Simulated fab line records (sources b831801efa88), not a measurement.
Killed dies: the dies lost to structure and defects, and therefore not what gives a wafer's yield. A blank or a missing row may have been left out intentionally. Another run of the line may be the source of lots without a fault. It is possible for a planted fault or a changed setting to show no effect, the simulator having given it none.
What tool caused it? -- flow sky130 -- 13 lots, 39 wafers sampled, at 3 steps of a route of 708

== WHAT EACH GAUGE READ, for each wafer ==
SKY_METAL3_CD_MEAS_13 targets a cd of 300 nm. Usual: 299.9 nm for cd-nm, sd 1.6.
lot,measured,on,cd-nm (nm),flag
L654,day 38 13:25,cd-sem-02,302.1 301.7 301.9,
L656,day 39 01:40,cd-sem-02,301.3 302.9 300.3,
L657,day 39 10:20,cd-sem-02,300.2 298.5 298.9,
L658,day 39 14:49,cd-sem-02,299.0 299.1 298.9,
L659,day 39 20:34,cd-sem-02,301.4 302.8 300.8,
L660,day 41 09:54,cd-sem-02,300.1 298.8 300.9,
L663,day 41 14:15,cd-sem-02,301.1 300.7 301.4,
L665,day 41 22:04,cd-sem-01,300.0 297.7 301.4,
L671,day 43 11:00,cd-sem-02,297.2 296.2 296.5,
L672,day 43 19:23,cd-sem-02,297.7 298.0 297.9,
L673,day 43 20:52,cd-sem-02,298.7 299.8 298.6,
L674,day 44 10:31,cd-sem-02,302.0 300.9 300.5,
L677,day 44 21:25,cd-sem-01,296.3 298.6 296.4,

SKY_CAP2M_THK_MEAS_01. Usual: for CAP2M_CVD_00_THK the level is 15.56 nm and the standard deviation is 0.2.
lot,measured,on,CAP2M_CVD_00_THK (nm),flag
L654,day 39 20:41,film-metro-01,15.40 15.55 15.48,
L656,day 40 11:07,film-metro-01,15.31 15.29 15.50,
L657,day 40 18:11,film-metro-01,15.52 15.58 15.95,
L658,day 40 22:49,film-metro-04,15.41 15.39 15.80,
L659,day 41 01:48,film-metro-04,15.53 15.59 15.60,
L660,day 42 12:53,film-metro-03,15.43 15.25 15.75,
L663,day 42 17:27,film-metro-01,15.77 15.71 15.71,
L665,day 43 01:17,film-metro-03,15.33 15.65 15.85,
L671,day 44 13:31,film-metro-01,15.63 15.79 16.04,
L672,day 44 21:25,film-metro-04,15.36 15.29 15.42,
L673,day 44 22:54,film-metro-01,15.19 15.74 15.82,
L674,day 45 11:47,film-metro-01,15.85 15.64 15.75,
L677,day 45 23:28,film-metro-01,15.32 15.46 15.52,

== WHICH TOOL RAN EACH LOT (tool, then ch and the chambers of the sampled wafers, then the start) ==
lot,SKY_METAL4_SPUTTER_01
L654,"pvd-sputter-03, day 39 20:31"
L656,"pvd-sputter-04, day 40 10:58"
L657,"pvd-sputter-03, day 40 18:02"
L658,"pvd-sputter-01, day 40 22:40"
L659,"pvd-sputter-01, day 41 01:37"
L660,"pvd-sputter-04, day 42 12:44"
L663,"pvd-sputter-03, day 42 17:16"
L665,"pvd-sputter-01, day 43 01:07"
L671,"pvd-sputter-04, day 44 13:20"
L672,"pvd-sputter-03, day 44 21:16"
L673,"pvd-sputter-03, day 44 22:44"
L674,"pvd-sputter-01, day 45 11:37"
L677,"pvd-sputter-01, day 45 23:19"
- SKY_METAL4_SPUTTER_01: material TiN, target thk 20 nm, time 16.7 s.

== AS READ BY THE TOOLS THEMSELVES (means over the sampled wafers that have a number; for cases with no such wafer, the mark the record gives instead) ==
SKY_METAL4_SPUTTER_01. Usual: 30.1 % for throttle-valve-pct, sd 0.8.
lot,tool,throttle-valve-pct (%),flag
L654,pvd-sputter-03,30.0,
L656,pvd-sputter-04,28.8,
L657,pvd-sputter-03,30.1,
L658,pvd-sputter-01,30.0,
L659,pvd-sputter-01,29.8,
L660,pvd-sputter-04,29.4,
L663,pvd-sputter-03,30.4,
L665,pvd-sputter-01,30.7,
L671,pvd-sputter-04,30.0,
L672,pvd-sputter-03,30.4,
L673,pvd-sputter-03,30.5,
L674,pvd-sputter-01,29.8,
L677,pvd-sputter-01,30.0,

== THE ANSWER, worked out from the rows above alone ==
Rule: a lot is off if the mean of its wafers that have a number lies more than 3 standard deviations from the usual mean. A lot without any number at a reading at which 4 lots or more have one is off too. The other lots that the step has rows for count as sound. After the gauges, taken in route order, come the tools' own readings; for these a lot's mean is taken, as printed above. The first step at which some lot is off is used, and at that step the reading that is off furthest; a lot without a number counts as furthest.
No lot is off at any reading shown: from this, nothing can be told.

== WHAT HAD BEEN PUT IN BY THE SIMULATOR ==
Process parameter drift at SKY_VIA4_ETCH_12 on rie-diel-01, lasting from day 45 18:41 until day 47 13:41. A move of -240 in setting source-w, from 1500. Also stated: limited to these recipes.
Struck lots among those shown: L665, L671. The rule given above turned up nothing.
